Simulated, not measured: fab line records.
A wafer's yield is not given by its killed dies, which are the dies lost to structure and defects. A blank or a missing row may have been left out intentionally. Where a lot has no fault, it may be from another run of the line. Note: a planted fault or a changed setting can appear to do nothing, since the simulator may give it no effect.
Code-filled problem report in 8D (eight disciplines) form ; flow sky130 ; the parts of the form that need people (team, actions taken, sign-off) are left out

## 1. WHAT IS WRONG
dose ions cm2 at SKY_LDD_N_IMPLANT_15 reads a mean of 2.195e+12 on 6 wafers of 2 lots; wafers without a fault read 4.998e+12 with a standard deviation of 5.3e+09. So: -99 or more standard deviations from the usual mean.
First observed at day 23 12:42: wafer L912.1, on implanter-04. The record has a number at this step for 39 wafers belonging to 13 lots. The rule behind "out" and "out of limits": a value lying over 4 standard deviations away from the usual mean. Any other wafer with a number is counted as sound.

## 2. WHAT THIS IS AND IS NOT
question;is;is not
which readings at this step;dose ions cm2, faraday current uA;-
which lots;L911, L912;L897, L898, L899, L901, L902, L903, L904, L910, L918, L919, L920
which wafers of those lots;all that have a number;-
read on which tools;implanter-04;implanter-02, implanter-03
when;from day 23 12:42;"up to then (24 sound wafers); but 9 sound wafers of L918, L919, L920 came after"

## 3. THE SUSPECTS, EACH WITH WHAT RULES IT OUT
Counting: a tool at any process step up to the reading remains a suspect when it ran all the lots that are out and ran no sound lot after the first of those.
- plasma asher-03 at SKY_FIELD_ISO_STRIP_16 (strips in O2/N2): ruled out as a lasting fault. Following L911 (day 5 08:59), the first lot on it that is out, the sound lots L919 were run on it.
- implanter-04 at SKY_LDD_N_IMPLANT_15: kept. Every lot that is out went through it, starting with L912 (day 23 12:42), and after that it ran no sound lot; the last sound lot it ran before then is L910 (day 22 22:06). On those wafers its own readings are out: dose ions cm2, faraday current uA.
Remaining after the count: implanter-04 at SKY_LDD_N_IMPLANT_15.

## 4. THE CAUSE (what the simulator had put in)
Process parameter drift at SKY_LDD_N_IMPLANT_15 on implanter-04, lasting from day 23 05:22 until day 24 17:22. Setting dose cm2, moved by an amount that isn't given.
Counting left only this tool.

## 5. SEQUENCE OF EFFECTS, ordered by route
One row per reading whose mean, taken over the struck wafers that have a number, lies over 3 standard deviations from the usual. Only readings whose record carries a usual standard deviation are examined. hours: median over the lots of the time between each lot's start at the first step of this table that gives one and its start at this step. sigmas: the change, counted in usual standard deviations.
hours;step;reading;usual;on struck wafers;change;sigmas
0;SKY_LDD_N_IMPLANT_15;dose ions cm2;4.998e+12;2.195e+12;-2.803e+12;-99 or more
0;SKY_LDD_N_IMPLANT_15;faraday current uA;28.1;12.4;-15.7;-27
Process steps it contains:
- SKY_LDD_N_IMPLANT_15
Later measuring or inspecting steps at which every struck wafer that the step has a row for has a number for every such reading, and none has moved that far: SKY_SD_N_CD_MEAS_07.

## 6. WHAT WOULD HAVE CAUGHT IT SOONER
The fault began at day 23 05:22; the first out-of-limits reading in this record came at day 23 12:42, 7 hours later.
